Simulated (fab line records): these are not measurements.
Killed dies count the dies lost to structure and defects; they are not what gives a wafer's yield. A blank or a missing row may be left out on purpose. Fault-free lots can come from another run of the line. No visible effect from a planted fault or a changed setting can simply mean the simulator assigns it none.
Matching of chambers    flow gf180mcu    4 sister chambers for GF_CONTACT_CMP_04 on cmp-02
The step polishes SiO2. 8 wafers are shown with their chamber, then 7 later ones without.

== WAFERS WITH THEIR CHAMBER ==
wafer   chamber  motorCurrentA (A)  timeToEndpointS (s)
L231.6  1        12.4               110
L232.2  2        12.3               111
L232.4  1        13.2               120
L232.6  0        12.3               124
L234.3  0        12.6               117
L234.5  3        10.3               120
L236.3  2        13.3               108
L236.5  3        10.8               114

== WAFERS MISSING THEIR CHAMBER ==
wafer   motorCurrentA (A)  timeToEndpointS (s)
L236.6  12.8               116
L246.2  11.5               109
L246.4  12.5               112
L246.6  12.9               114
L249.1  10.7               110
L249.2  12.2               116
L249.4  12.9               123

== WHICH CHAMBER EACH WENT THROUGH ==
wafer   from the rows above                in truth
L236.6  can't be placed: 1 or 0 or 2       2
L246.2  can't be placed: 3 or 2 or 1 or 0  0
L246.4  can't be placed: 2 or 1 or 0       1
L246.6  can't be placed: 1 or 2 or 0       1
L249.1  3                                  3
L249.2  can't be placed: 0 or 1 or 2       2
L249.4  can't be placed: 0 or 1 or 2       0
Correct placement for 1 of the 7. Can't be placed from these rows: 6 (the true chamber is among the candidates in 6). 0 placed wrongly.
How it was worked out, from the rows above alone: a wafer's distance from a chamber is the root of the sum, over the readings, of the square of ((its reading less the chamber's mean) divided by the reading's scatter). If the next closest chamber is less than 2 further off than the closest, the wafer can't be placed; otherwise it belongs to the closest. The mean given for a chamber averages the wafers shown for that chamber. The scatter: take each reading less its chamber's mean, square it, sum over the shown wafers, divide by the number of wafers less the number of chambers, and take the root.
